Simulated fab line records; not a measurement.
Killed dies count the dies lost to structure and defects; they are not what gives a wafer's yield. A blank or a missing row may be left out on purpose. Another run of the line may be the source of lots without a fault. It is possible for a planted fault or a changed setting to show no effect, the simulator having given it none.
What tool caused it? ; flow gf180mcu ; 18 wafers from 6 lots sampled at 3 of the route's 602 steps

== WHAT THE GAUGES READ, wafer by wafer ==
GF_SALICIDE_THK_MEAS_05: measures by xrf.
lot;measured;on;SALICIDE_TIN_THK (nm)
L981;day 16 17:42;film_metro-02;19.71 19.81 19.92
L986;day 18 04:53;film_metro-02;19.97 20.01 20.02
L988;day 18 22:19;film_metro-02;19.40 19.57 19.70
L990;day 20 08:47;film_metro-04;15.86 19.72 19.65 15.86 19.62 19.62
L999;day 22 12:37;film_metro-04;19.64 19.65 19.58
L102;day 23 13:02;film_metro-01;19.81 19.88 20.08

== EACH LOT AND THE TOOL THAT RAN IT (in order: tool; ch and the chambers of the sampled wafers; start) ==
lot;GF_SAB_ETCH_11;GF_SALICIDE_SPUTTER_03
L981;rie_diel-01 ch 0,1,2, day 16 17:08;pvd_sputter-01, day 16 17:32
L986;rie_diel-01 ch 0,1,3, day 18 04:20;pvd_sputter-03, day 18 04:44
L988;rie_diel-01 ch 0,1,3, day 18 21:47;pvd_sputter-02, day 18 22:10
L990;rie_diel-01 ch 0,1,3, day 19 16:32;pvd_sputter-03, day 19 16:58
L999;rie_diel-01 ch 0,1,2, day 22 12:05;pvd_sputter-02, day 22 12:29
L102;rie_diel-04 ch 0,2, day 23 12:26;pvd_sputter-02, day 23 12:52
- GF_SAB_ETCH_11: etches SiO2 in C4F8/O2/Ar, target depth 55 nm, time 8.5 s.
- GF_SALICIDE_SPUTTER_03: material TiN, target thk 20 nm, time 16.7 s.

== THE ANSWER, worked out from the rows above alone ==
Rule: the usual values come from the lots themselves. Put in order of their means at a reading, lots are off if they are a third of the lots or fewer, leave a main group of 4 or more, and stand apart from it by a gap of 3 or more times the standard deviation of the main group's means; of several such gaps the widest counts. The tables above print the reading to a certain number of digits; a main group whose means all agree to those digits is not used. A lot without any number at a reading at which 4 lots or more have one is off too. Any other lot the step has rows for is counted as sound.
Off: L990, at GF_SALICIDE_THK_MEAS_05 (SALICIDE_TIN_THK). Main group: mean 19.78 nm, sd 0.17.
If a tool, at a process step before that reading, ran all the lots that are off and no sound lot after the first of them, it fits. Those tools and the gauges at GF_SALICIDE_THK_MEAS_05 are tried in the same way. One fits: pvd_sputter-03 at GF_SALICIDE_SPUTTER_03. A fault onset in the window from L986 (day 18 04:44, its last sound lot) to L990 (day 19 16:58, its first lot off) fits.

== WHAT HAD BEEN PUT IN BY THE SIMULATOR ==
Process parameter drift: pvd_sputter-03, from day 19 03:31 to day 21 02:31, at GF_SALICIDE_SPUTTER_03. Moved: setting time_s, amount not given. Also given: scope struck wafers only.
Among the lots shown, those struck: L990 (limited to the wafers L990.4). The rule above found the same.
